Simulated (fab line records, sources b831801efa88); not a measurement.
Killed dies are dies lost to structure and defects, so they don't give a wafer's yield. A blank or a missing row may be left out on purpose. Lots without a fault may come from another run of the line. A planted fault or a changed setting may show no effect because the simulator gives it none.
fab line records | flow sky130
record lots=7 wafers=21 last_day=50
route steps=708 shown SD_N@344 SD_P@359 RES_XHIGH@360 PAD_OPEN@708
lots that met no fault: from a run of the same line without faults
start_h: hours from the record's first day to the start of the lot's first wafer shown | wait_h: hours since the lot's step before | " the same as in the row above | L1.1+2: a row that stands for several wafers | - no value, or no start given | * or withheld: withheld | < > ~ a bound
route shown NAME@n: a module of which the file shows steps, and the number in the route of the first | usual: mean/standard deviation of fault-free wafers | same: alike in all rows | chamber/n: place in a boat | sites: the reading at each site | _std_site: their standard deviation | _edge_site: outer sites' mean less inner sites' | radius_mm: how far each site lies from the wafer's centre | mask NAME#n: copy n | behind: the tool/chamber that last shaped the wafer | hold: why the lot was held/for how many hours/how that ended | device: the transistor (n, p or np) that didn't switch | end of line: the same wafers' tests at the end of the route | a step without rows: its recipe alone | killed: dies lost to structure and defects at the first sort, not the wafer's yield | map: a wafer's dies, x killed, . not, _ none there
set.NAME: the setting as run; set.NAME@STEP: as run at that earlier step | model.NAME: the simulator's own value behind a step, which no gauge read
lots at some steps of the route; a table a step, a row a wafer
services: from which hour (start_h, from the record's first day; less than 0 if before it) a tool's chamber was out of use, for how many hours, and why
## steps
# step SKY_SD_N_COAT_02
# recipe resist=NOVOLAK spin_rpm=3000 resist_thk_nm=1140
# step SKY_SD_N_SOFTBAKE_03
# recipe temp_c=90 time_s=60 resist=NOVOLAK
# step SKY_SD_N_EXPOSE_04
# recipe mask_id=NSDM na=0.6 source_shape=conventional sigma_outer=0.6 polarization=unpolarized target_cd_nm=380 dose_mj=141
# step SKY_SD_N_PEB_05
# recipe temp_c=withheld time_s=* resist=NOVOLAK
# step SKY_SD_N_DEVELOP_06
# recipe resist=NOVOLAK developer=TMAH develop_time_s=60 dev_temp_c=23
# step SKY_SD_N_CD_MEAS_07
# recipe target_cd_nm=380
# usual cd_nm=380.0/2.2
# columns lot.wafer tool chamber start_h wait_h cd_nm
L320.3 cd_sem-01 - 674.92 0.1 384.8
L320.4 " - " " 384.2
L320.5 " - " " 382.8
L324.1 cd_sem-02 - 703.64 0.1 377.9
L324.5 " - " " 377.8
L324.6 " - " " 376.8
L326.3 cd_sem-01 - 736.77 0.1 378.2
L326.4 " - " " 379.2
L326.6 " - " " 378.0
L328.4 cd_sem-02 - 741.75 0.1 376.8
L328.5 " - " " 379.6
L328.6 " - " " 379.6
L332.1 cd_sem-01 - 781.49 0.1 378.1
L332.3 " - " " 379.3
L332.4 " - " " 379.7
L336.1 cd_sem-01 - 800.82 0.1 377.9
L336.2 " - " " 379.7
L336.3 " - " " 377.3
L338.1 cd_sem-02 - 818.32 0.1 383.4
L338.4 " - " " 382.6
L338.5 " - " " 379.6
# step SKY_SD_N_OVL_MEAS_08
# usual SD_N_OVL=0.8/1.2
# columns lot.wafer tool chamber start_h wait_h SD_N_OVL[nm]
L320.3 overlay-01 - 675.01 0.1 0.3
L320.4 " - " " -0.9
L320.5 " - " " -0.3
L324.1 overlay-02 - 703.76 0.1 1.2
L324.5 " - " " 1.8
L324.6 " - " " 1.1
L326.3 overlay-02 - 736.87 0.1 2.1
L326.4 " - " " 0.9
L326.6 " - " " 1.5
L328.4 overlay-01 - 741.82 0.1 -1.2
L328.5 " - " " -0.5
L328.6 " - " " -0.3
L332.1 overlay-01 - 781.61 0.1 0.7
L332.3 " - " " 0.3
L332.4 " - " " 0.5
L336.1 overlay-02 - 800.94 0.1 -0.5
L336.2 " - " " 1.7
L336.3 " - " " 0.3
L338.1 overlay-01 - 818.44 0.1 -0.3
L338.4 " - " " 0.3
L338.5 " - " " 0.2
# step SKY_SD_N_IMPLANT_09
# recipe species=As energy_kev=49.55 dose_cm2=4e+15 tilt_deg=0
# step SKY_SD_N_IMPLANT_10
# recipe species=P energy_kev=20 dose_cm2=1e+14 tilt_deg=0
# step SKY_SD_N_STRIP_11
# recipe chemistry=O2/N2 power_w=1400 pressure_mtorr=1500 platen_temp_c=withheld o2_flow_sccm=3000 n2_flow_sccm=300 overash_fraction=0.5
# usual drypump_motor_current_A=5.6/0.34 oes_product_au=0.529/0.0046 strip_time_to_endpoint_s=22.47/0.044
# columns lot.wafer tool chamber start_h wait_h drypump_motor_current_A oes_product_au rf_hours_counter_h strip_time_to_endpoint_s
L320.3 plasma_asher-03 1 675.37 0.1 6.1 0.525 - 22.44
L320.4 " 0 " " 5.7 0.532 - 22.41
L320.5 " 0 " " 5.7 0.528 - 22.47
L324.1 plasma_asher-01 1 704.09 0.1 5.2 0.533 27 22.57
L324.5 " 1 " " 5.2 0.522 - 22.55
L324.6 " 0 " " 5.6 0.527 - 22.59
L326.3 plasma_asher-01 0 737.22 0.1 5.6 0.522 - 22.54
L326.4 " 1 " " 5.2 0.529 - 22.55
L326.6 " 1 " " 5.2 0.529 - 22.56
L328.4 plasma_asher-01 1 742.18 0.1 5.2 0.532 - 22.47
L328.5 " 0 " " 5.6 0.528 - 22.49
L328.6 " 1 " " 5.2 0.520 - 22.50
L332.1 plasma_asher-04 0 781.94 0.1 5.1 0.540 98 22.42
L332.3 " 0 " " 5.1 0.527 - 22.44
L332.4 " 1 " " 5.6 0.526 - 22.45
L336.1 plasma_asher-04 0 801.27 0.1 5.1 0.532 100 22.48
L336.2 " 1 " " 5.7 0.525 100 22.47
L336.3 " 1 " " 5.7 0.535 - 22.47
L338.1 plasma_asher-04 0 818.77 0.1 5.1 0.530 102 22.48
L338.4 " 0 " " 5.1 0.528 - 22.45
L338.5 " 0 " " 5.1 0.525 - 22.51
# step SKY_SD_N_TW_MEAS_12
# usual SD_N_TW=3971/30
# columns lot.wafer tool chamber start_h wait_h SD_N_TW
L320.3 film_metro-03 - 675.46 0.1 3946
L320.4 " - " " 3937
L320.5 " - " " 3961
L324.1 film_metro-03 - 704.19 0.1 3925
L324.5 " - " " 3940
L324.6 " - " " 3932
L326.3 film_metro-04 - 737.31 0.1 4020
L326.4 " - " " 4020
L326.6 " - " " 4011
L328.4 film_metro-04 - 742.30 0.1 4026
L328.5 " - " " 4008
L328.6 " - " " 3983
L332.1 film_metro-04 - 782.04 0.1 3985
L332.3 " - " " 3978
L332.4 " - " " 4003
L336.1 film_metro-01 - 801.37 0.1 3960
L336.2 " - " " 3984
L336.3 " - " " 3967
L338.1 film_metro-01 - 818.87 0.1 3965
L338.4 " - " " 3941
L338.5 " - " " 3952
# step SKY_SD_N_CLEAN_13
# recipe chemistry=SC1/SC2 mix=1:4:20 temp_c=70 time_s=150 dry=n2_spin
# step SKY_SD_N_RTA_14
# recipe temp_c=1075 time_s=2 idle_temp_c=650 ramp_up_c_per_s=150 ramp_down_c_per_s=90 ambient=N2
# usual lamp_power_pct=15.74/0.053 wafer_temp_C_max=1078.0/1.5
# columns lot.wafer tool chamber start_h wait_h lamp_power_pct wafer_temp_C_max
L320.3 rtp_anneal-01 0 675.57 0.0 15.68 1078.1
L320.4 " 0 " " 15.70 1080.0
L320.5 " 0 " " 15.71 1076.6
L324.1 rtp_anneal-01 0 704.30 0.0 16.59 1107.9
L324.5 " 0 " " 16.59 1109.7
L324.6 " 0 " " 16.62 1109.1
L326.3 rtp_anneal-01 0 737.43 0.0 16.75 1110.5
L326.4 " 0 " " 16.61 1110.9
L326.6 " 0 " " 16.56 1113.8
L328.4 rtp_anneal-01 0 742.43 0.1 16.63 1113.4
L328.5 " 0 " " 16.58 1111.7
L328.6 " 0 " " 16.58 1111.4
L332.1 rtp_anneal-02 0 782.15 0.0 15.75 1078.4
L332.3 " 0 " " 15.72 1077.8
L332.4 " 0 " " 15.81 1077.6
L336.1 rtp_anneal-01 0 801.48 0.0 15.66 1078.7
L336.2 " 0 " " 15.68 1075.9
L336.3 " 0 " " 15.66 1077.5
L338.1 rtp_anneal-01 0 818.99 0.0 15.75 1077.7
L338.4 " 0 " " 15.72 1075.8
L338.5 " 0 " " 15.80 1076.9
# step SKY_SD_N_RS_MEAS_16
# recipe thk_meas_gauge=four-point-probe
# usual SD_N_RS=68.86/0.15
# columns lot.wafer tool chamber start_h wait_h SD_N_RS[ohm/sq]
L320.3 film_metro-03 - 675.76 0.1 68.71
L320.4 " - " " 68.68
L320.5 " - " " 68.77
L324.1 film_metro-03 - 704.48 0.1 62.67
L324.5 " - " " 62.80
L324.6 " - " " 62.72
L326.3 film_metro-04 - 737.67 0.1 62.63
L326.4 " - " " 62.97
L326.6 " - " " 62.67
L328.4 film_metro-04 - 742.67 0.1 62.76
L328.5 " - " " 62.73
L328.6 " - " " 63.01
L332.1 film_metro-03 - 782.33 0.1 68.57
L332.3 " - " " 68.61
L332.4 " - " " 68.65
L336.1 film_metro-04 - 801.66 0.1 69.18
L336.2 " - " " 69.11
L336.3 " - " " 69.00
L338.1 film_metro-04 - 819.16 0.1 69.11
L338.4 " - " " 69.09
L338.5 " - " " 69.25
# step SKY_SD_N_RS_MEAS_17
# recipe thk_meas_gauge=four-point-probe
# usual SD_P_RS=146.9/0.43
# columns lot.wafer tool chamber start_h wait_h SD_P_RS[ohm/sq]
L320.3 film_metro-03 - 675.88 0.1 146.1
L320.4 " - " " 146.3
L320.5 " - " " 146.5
L324.1 film_metro-03 - 704.60 0.1 118.0
L324.5 " - " " 117.8
L324.6 " - " " 117.6
L326.3 film_metro-04 - 737.79 0.1 118.0
L326.4 " - " " 118.4
L326.6 " - " " 118.3
L328.4 film_metro-04 - 742.79 0.1 117.9
L328.5 " - " " 118.1
L328.6 " - " " 118.5
L332.1 film_metro-03 - 782.45 0.1 146.3
L332.3 " - " " 146.2
L332.4 " - " " 146.5
L336.1 film_metro-04 - 801.78 0.1 147.1
L336.2 " - " " 147.2
L336.3 " - " " 147.2
L338.1 film_metro-04 - 819.28 0.1 147.8
L338.4 " - " " 147.5
L338.5 " - " " 147.7
# step SKY_SD_N_RS_MEAS_18
# recipe thk_meas_gauge=four-point-probe
# usual RES_XHIGH_RS=332.8/1.1
# columns lot.wafer tool chamber start_h wait_h RES_XHIGH_RS[ohm/sq]
L320.3 film_metro-03 - 676.00 0.1 334.3
L320.4 " - " " 334.1
L320.5 " - " " 333.2
L324.1 film_metro-03 - 704.72 0.1 330.8
L324.5 " - " " 331.1
L324.6 " - " " 330.8
L326.3 film_metro-04 - 737.91 0.1 331.1
L326.4 " - " " 332.5
L326.6 " - " " 331.9
L328.4 film_metro-04 - 742.91 0.1 331.1
L328.5 " - " " 329.7
L328.6 " - " " 329.4
L332.1 film_metro-03 - 782.57 0.1 330.6
L332.3 " - " " 331.6
L332.4 " - " " 331.2
L336.1 film_metro-04 - 801.90 0.1 334.1
L336.2 " - " " 334.7
L336.3 " - " " 333.4
L338.1 film_metro-04 - 819.40 0.1 331.4
L338.4 " - " " 332.4
L338.5 " - " " 332.9
# step SKY_PAD_OPEN_PROBE_99
# usual killed_at_M0_to_M3=44/7.3 killed_at_M4_up=3.3/1.8 killed_at_contacts=24/5.3 killed_at_front_end=16/5 killed_at_other=0.2/0.51 killed_dies=87/10 killed_open=47/7.5 killed_short=40/6.3
# same gross_dies=492 killed_at_back_side=0
# columns lot.wafer tool chamber start_h wait_h killed_at_M0_to_M3 killed_at_M4_up killed_at_contacts killed_at_front_end killed_at_other killed_dies killed_open killed_short model.etest.res_xhigh_po.line_ohm_um model.etest.res_xhigh_po.rs_ohm_sq model.etest.pfet_01v8.r_on_ohm_um model.etest.res_pdiff.line_ohm_um model.etest.pfet_g5v0d10v5.r_on_ohm_um model.etest.res_high_po.line_ohm_um model.etest.licon_high_po.rc_ohm model.etest.res_ndiff.line_ohm_um
L320.3 prober-01 - 1099.35 0.2 53 5 26 15 0 99 53 46 5763 2063 2911 1310 4912 749.7 341.9 755.8
L320.4 prober-01 - 1099.40 0.2 48 1 26 18 2 95 59 36 5824 2031 2919 1349 5010 748.7 352.5 773.2
L320.5 prober-01 - 1099.45 0.2 33 4 18 19 0 74 41 33 5717 1994 2914 1324 4969 751.4 342.9 749.5
L324.1 prober-02 - 1120.40 0.1 28 2 24 20 1 75 39 36 4274 1495 2470 1144 4755 611 235.5 721.3
L324.5 prober-02 - 1120.60 0.2 31 1 28 25 1 86 45 41 4185 1466 2456 1141 4736 592.4 242.9 711.4
L324.6 prober-02 - 1120.65 0.2 34 5 28 29 0 96 57 39 4224 1478 2493 1108 4735 595 243.9 693.4
L326.3 prober-01 - 1142.91 0.2 32 2 31 21 0 86 45 41 4010 1387 2439 1115 4773 582.3 228.1 691.3
L326.4 prober-01 - 1142.96 0.2 46 0 32 19 0 97 54 43 4185 1480 2511 1126 4719 597.9 240.8 694.6
L326.6 prober-01 - 1143.06 0.2 29 5 18 7 0 59 28 31 4156 1438 2467 1161 4873 598.5 244.3 706.3
L328.4 prober-01 - 1147.61 0.2 44 4 40 17 0 105 55 50 4146 1454 2579 1124 4806 592 241.2 705
L328.5 prober-01 - 1147.66 0.2 33 5 28 12 2 80 38 42 4191 1498 2653 1081 4769 592.2 248.3 666.7
L328.6 prober-01 - 1147.71 0.2 38 2 27 20 0 87 38 49 4180 1457 2583 1099 4776 597.8 244.7 695.6
L332.1 prober-01 - 1175.22 0.1 36 5 22 12 0 75 32 43 5359 1901 2838 1351 4868 748 346.1 750.1
L332.3 prober-01 - 1175.32 0.2 47 7 21 9 0 84 43 41 5412 1908 2857 1391 4903 734.4 340.7 766.3
L332.4 prober-01 - 1175.37 0.2 48 2 26 10 0 86 52 34 5495 1906 2825 1360 4878 748.6 329.5 755.8
L336.1 prober-01 - 1189.78 0.1 44 4 35 12 0 95 51 44 5506 1954 2958 1392 4968 745.8 344 789
L336.2 prober-01 - 1189.83 0.1 51 6 29 24 0 110 62 48 5564 1972 3007 1377 4940 733.6 347.8 775.5
L336.3 prober-01 - 1189.88 0.2 40 5 24 19 0 88 33 55 5462 1945 2944 1369 4868 737.8 343 771.4
L338.1 prober-01 - 1199.89 0.1 41 3 17 7 0 68 37 31 5803 2032 2891 1367 4847 757.3 338.1 760.1
L338.4 prober-01 - 1200.04 0.2 40 5 21 12 0 78 38 40 5756 2043 2945 1407 4946 747.9 352.1 775.3
L338.5 prober-01 - 1200.09 0.2 46 4 30 10 0 90 53 37 5646 1977 2964 1406 4921 749.9 368.1 781.3
# killed by level:class
L320.3 CONTACT:geometric_particle:open=12 VIA2:geometric_particle:open=11 VIA1:geometric_particle:open=11 METAL1:geometric_particle:short=7 VIA3:geometric_particle:short=6 POLY_GATE:geometric_particle:short=4 LI_CONTACT:geometric_particle:short=4 METAL2:geometric_particle:short=4
L320.4 VIA1:geometric_particle:open=13 CONTACT:geometric_particle:open=11 LI_CONTACT:geometric_particle:open=8 POLY_GATE:geometric_particle:open=7 VIA2:geometric_particle:short=5 METAL2:geometric_particle:short=5 VIA3:geometric_particle:open=5 FIELD_ISO:geometric_particle:open=4
L320.5 CONTACT:geometric_particle:open=8 METAL1:geometric_particle:short=6 FIELD_ISO:geometric_particle:open=5 VIA1:geometric_particle:open=5 VIA3:geometric_particle:open=5 VIA2:geometric_particle:short=4 POLY_GATE:geometric_particle:short=3 SPACER:geometric_particle:open=3
L324.1 CONTACT:geometric_particle:open=9 FIELD_ISO:geometric_particle:short=8 VIA1:geometric_particle:open=8 LI_CONTACT:geometric_particle:open=6 VIA1:geometric_particle:short=5 FIELD_ISO:geometric_particle:open=4 LOCAL_INTERCONNECT:geometric_particle:short=4 VIA2:geometric_particle:open=4
L324.5 CONTACT:geometric_particle:open=10 FIELD_ISO:geometric_particle:short=7 LOCAL_INTERCONNECT:geometric_particle:short=7 VIA2:geometric_particle:open=7 VIA1:geometric_particle:open=6 FIELD_ISO:geometric_particle:open=5 METAL2:geometric_particle:short=5 VIA3:geometric_particle:open=5
L324.6 CONTACT:geometric_particle:open=15 VIA1:geometric_particle:open=11 FIELD_ISO:geometric_particle:open=9 FIELD_ISO:geometric_particle:short=8 POLY_GATE:geometric_particle:short=5 VIA3:geometric_particle:open=5 LI_CONTACT:geometric_particle:open=4 VIA1:geometric_particle:short=4
L326.3 CONTACT:geometric_particle:open=10 CONTACT:geometric_particle:short=9 FIELD_ISO:geometric_particle:open=7 LI_CONTACT:geometric_particle:open=7 VIA1:geometric_particle:open=7 LOCAL_INTERCONNECT:geometric_particle:short=4 FIELD_ISO:geometric_particle:short=4 METAL1:geometric_particle:short=4
L326.4 VIA3:geometric_particle:open=10 CONTACT:geometric_particle:open=8 LI_CONTACT:geometric_particle:open=8 CONTACT:geometric_particle:short=8 VIA1:geometric_particle:open=7 VIA2:geometric_particle:open=6 FIELD_ISO:geometric_particle:open=5 METAL2:geometric_particle:short=5
L326.6 VIA1:geometric_particle:open=7 CONTACT:geometric_particle:short=6 VIA2:geometric_particle:open=5 LOCAL_INTERCONNECT:geometric_particle:short=4 METAL1:geometric_particle:short=4 LI_CONTACT:geometric_particle:open=3 CONTACT:geometric_particle:open=3 VIA3:geometric_particle:open=3
L328.4 LI_CONTACT:geometric_particle:open=13 CONTACT:geometric_particle:open=9 CONTACT:geometric_particle:short=7 METAL1:geometric_particle:short=7 METAL2:geometric_particle:open=6 FIELD_ISO:geometric_particle:open=5 VIA2:geometric_particle:open=5 LOCAL_INTERCONNECT:geometric_particle:short=5
L328.5 CONTACT:geometric_particle:open=8 LI_CONTACT:geometric_particle:open=8 VIA1:geometric_particle:open=7 LOCAL_INTERCONNECT:geometric_particle:short=7 VIA3:geometric_particle:open=6 FIELD_ISO:geometric_particle:short=5 METAL1:geometric_particle:short=5 METAL2:geometric_particle:short=5
L328.6 LI_CONTACT:geometric_particle:open=8 FIELD_ISO:geometric_particle:open=7 LOCAL_INTERCONNECT:geometric_particle:short=7 METAL2:geometric_particle:short=7 VIA1:geometric_particle:open=6 VIA2:geometric_particle:open=5 POLY_GATE:geometric_particle:short=5 CONTACT:geometric_particle:short=5
L332.1 METAL2:geometric_particle:short=10 CONTACT:geometric_particle:short=7 METAL1:geometric_particle:short=7 CONTACT:geometric_particle:open=6 LI_CONTACT:geometric_particle:open=5 VIA2:geometric_particle:open=5 VIA3:geometric_particle:open=5 FIELD_ISO:geometric_particle:short=3
L332.3 VIA1:geometric_particle:open=11 METAL1:geometric_particle:short=9 LI_CONTACT:geometric_particle:open=8 CONTACT:geometric_particle:open=8 VIA1:geometric_particle:short=7 VIA3:geometric_particle:open=7 METAL4:geometric_particle:short=5 FIELD_ISO:geometric_particle:short=4
L332.4 VIA1:geometric_particle:open=10 VIA3:geometric_particle:open=10 LI_CONTACT:geometric_particle:open=9 VIA1:geometric_particle:short=9 VIA2:geometric_particle:open=7 CONTACT:geometric_particle:open=5 POLY_GATE:geometric_particle:open=4 LI_CONTACT:geometric_particle:short=3
L336.1 CONTACT:geometric_particle:open=13 LI_CONTACT:geometric_particle:open=11 VIA1:geometric_particle:open=9 METAL1:geometric_particle:short=8 VIA2:geometric_particle:open=8 METAL2:geometric_particle:short=5 FIELD_ISO:geometric_particle:short=4 CONTACT:geometric_particle:short=4
L336.2 VIA2:geometric_particle:open=14 VIA1:geometric_particle:open=11 FIELD_ISO:geometric_particle:short=10 CONTACT:geometric_particle:open=9 LI_CONTACT:geometric_particle:open=9 LOCAL_INTERCONNECT:geometric_particle:short=8 VIA3:geometric_particle:open=7 METAL2:geometric_particle:short=6
L336.3 METAL1:geometric_particle:short=9 CONTACT:geometric_particle:short=7 POLY_GATE:geometric_particle:short=6 LI_CONTACT:geometric_particle:open=6 METAL2:geometric_particle:short=6 FIELD_ISO:geometric_particle:open=5 FIELD_ISO:geometric_particle:short=5 VIA3:geometric_particle:open=5
L338.1 CONTACT:geometric_particle:open=7 METAL2:geometric_particle:short=7 METAL1:geometric_particle:short=6 VIA1:geometric_particle:open=6 CONTACT:geometric_particle:short=4 VIA2:geometric_particle:open=4 VIA3:geometric_particle:open=4 FIELD_ISO:geometric_particle:open=3
L338.4 VIA3:geometric_particle:open=10 CONTACT:geometric_particle:open=7 VIA1:geometric_particle:open=7 METAL1:geometric_particle:short=6 FIELD_ISO:geometric_particle:short=5 LI_CONTACT:geometric_particle:open=5 LOCAL_INTERCONNECT:geometric_particle:short=5 METAL2:geometric_particle:short=5
L338.5 CONTACT:geometric_particle:open=11 VIA3:geometric_particle:open=9 VIA1:geometric_particle:open=8 LI_CONTACT:geometric_particle:open=7 VIA2:geometric_particle:open=7 LOCAL_INTERCONNECT:geometric_particle:short=6 VIA1:geometric_particle:short=6 FIELD_ISO:geometric_particle:open=5
## services
# columns tool chamber start_h hours kind
plasma_asher-04 - 660.70 3.5 repair
plasma_asher-04 - 704.86 4.5 repair
plasma_asher-03 - 767.61 3.6 repair
## key
first_sign step=SKY_SD_N_RTA_14 reading=wafer_temp_C_max direction=up sigmas=22 usual=* struck=*
effect step=SKY_SD_N_RTA_14 reading=lamp_power_pct direction=up sigmas=17 usual=15.74 struck=16.61
effect step=SKY_SD_N_RS_MEAS_16 reading=SD_N_RS direction=down sigmas=42 usual=68.86 struck=62.77
effect step=SKY_SD_N_RS_MEAS_17 reading=SD_P_RS direction=down sigmas=67 usual=146.9 struck=118.1
effect step=SKY_SD_N_RS_MEAS_18 reading=RES_XHIGH_RS direction=down sigmas=1.7 usual=332.8 struck=330.9
model_effect step=SKY_PAD_OPEN_PROBE_99 value=etest.res_xhigh_po.line_ohm_um without=5513 struck=4172
met_at SKY_SD_N_RTA_14
struck_wafers L324.1,L324.5,L324.6,L326.3,L326.4,L326.6,L328.4,L328.5,L328.6
tester_left_out L324,L326,L328
onset_between 675.57 704.30
fault kind=process_parameter_drift tool=rtp_anneal-01 chamber=- onset_h=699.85 steps=SKY_SD_N_RTA_14 channel=temp_c offset=* shape=step end_h=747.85 acts_in=* stated=*
# tester_left_out: of these lots the tester's yield and bins aren't shown, on N5 and GAA mostly nor the transistor test; their killed dies are dies lost to structure and defects alone, not to doping, threshold or leakage, so they don't give the yield
